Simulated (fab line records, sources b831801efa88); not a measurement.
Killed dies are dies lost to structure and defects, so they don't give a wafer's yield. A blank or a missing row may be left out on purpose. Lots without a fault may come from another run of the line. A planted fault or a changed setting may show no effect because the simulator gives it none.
Which tool did it? | flow gf180mcu | 11 lots, 33 wafers sampled, at 2 steps of a route of 602

WHAT THE GAUGES READ, wafer by wafer
GF_CONTACT_RS_MEAS_25: measures by four-point-probe.
lot  | measured     | on            | CONTACT_W_RS (ohm/sq)
L549 | day 16 03:06 | film_metro-03 | 0.389 0.384 0.386
L551 | day 16 21:34 | film_metro-04 | 0.386 0.389 0.387
L553 | day 17 12:41 | film_metro-04 | 0.381 0.385 0.386
L555 | day 18 08:00 | film_metro-03 | 0.378 0.376 0.380
L561 | day 20 16:34 | film_metro-04 | 0.388 0.386 0.389
L562 | day 21 10:11 | film_metro-02 | 0.384 0.381 0.384
L563 | day 21 11:02 | film_metro-03 | 0.387 0.380 0.382
L566 | day 22 09:37 | film_metro-03 | 0.382 0.379 0.383
L569 | day 23 09:25 | film_metro-03 | 0.385 0.383 0.331 0.386 0.383 0.331
L570 | day 23 17:16 | film_metro-04 | 0.330 0.378 0.378 0.330 0.378 0.378
L571 | day 24 02:17 | film_metro-04 | 0.388 0.388 0.386

WHICH TOOL RAN EACH LOT (tool, then ch and the chambers of the sampled wafers, then the start)
lot  | GF_CONTACT_CVD_24
L549 | cvd_w-02 ch 0,1, day 16 02:59
L551 | cvd_w-02 ch 0,1, day 16 21:28
L553 | cvd_w-01 ch 0,1, day 17 12:35
L555 | cvd_w-02 ch 0,1, day 18 07:54
L561 | cvd_w-01 ch 0,1, day 20 16:26
L562 | cvd_w-01 ch 0,1, day 21 10:05
L563 | cvd_w-01 ch 0,1, day 21 10:55
L566 | cvd_w-02 ch 0,1, day 22 09:31
L569 | cvd_w-02 ch 0,1, day 23 09:19
L570 | cvd_w-02 ch 0,1, day 23 17:10
L571 | cvd_w-01 ch 0,1, day 24 02:11
- GF_CONTACT_CVD_24: deposits W, target thk 300 nm, time 90.339 s.

THE ANSWER, worked out from the rows above alone
Rule: what is usual is taken from the lots themselves. Put in order of their means at a reading, lots are off if they are a third of the lots or fewer, leave a main group of 4 or more, and stand apart from it by a gap of 3 or more times the standard deviation of the main group's means; of several such gaps the widest counts. A main group whose means are all the same, to the digits that the tables above print for the reading, isn't used. A lot without any number at a reading at which 4 lots or more have one is off too. The other lots that the step has rows for count as sound.
Off: L569, L570, at GF_CONTACT_RS_MEAS_25 (CONTACT_W_RS). The main group: mean 0.384 ohm/sq, standard deviation 0.0031.
A tool fits if, at a process step before that reading, it ran every lot that is off, and no sound lot after the first of them. The gauges at GF_CONTACT_RS_MEAS_25 are tried like those tools. One fits: cvd_w-02 at GF_CONTACT_CVD_24. Its last sound lot is L566 (day 22 09:31), its first lot that is off L569 (day 23 09:19): a fault that began between those two fits.

WHAT THE SIMULATOR HAD PUT IN
Process parameter drift: cvd_w-02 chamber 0, from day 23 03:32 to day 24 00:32, at GF_CONTACT_CVD_24. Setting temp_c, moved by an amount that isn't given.
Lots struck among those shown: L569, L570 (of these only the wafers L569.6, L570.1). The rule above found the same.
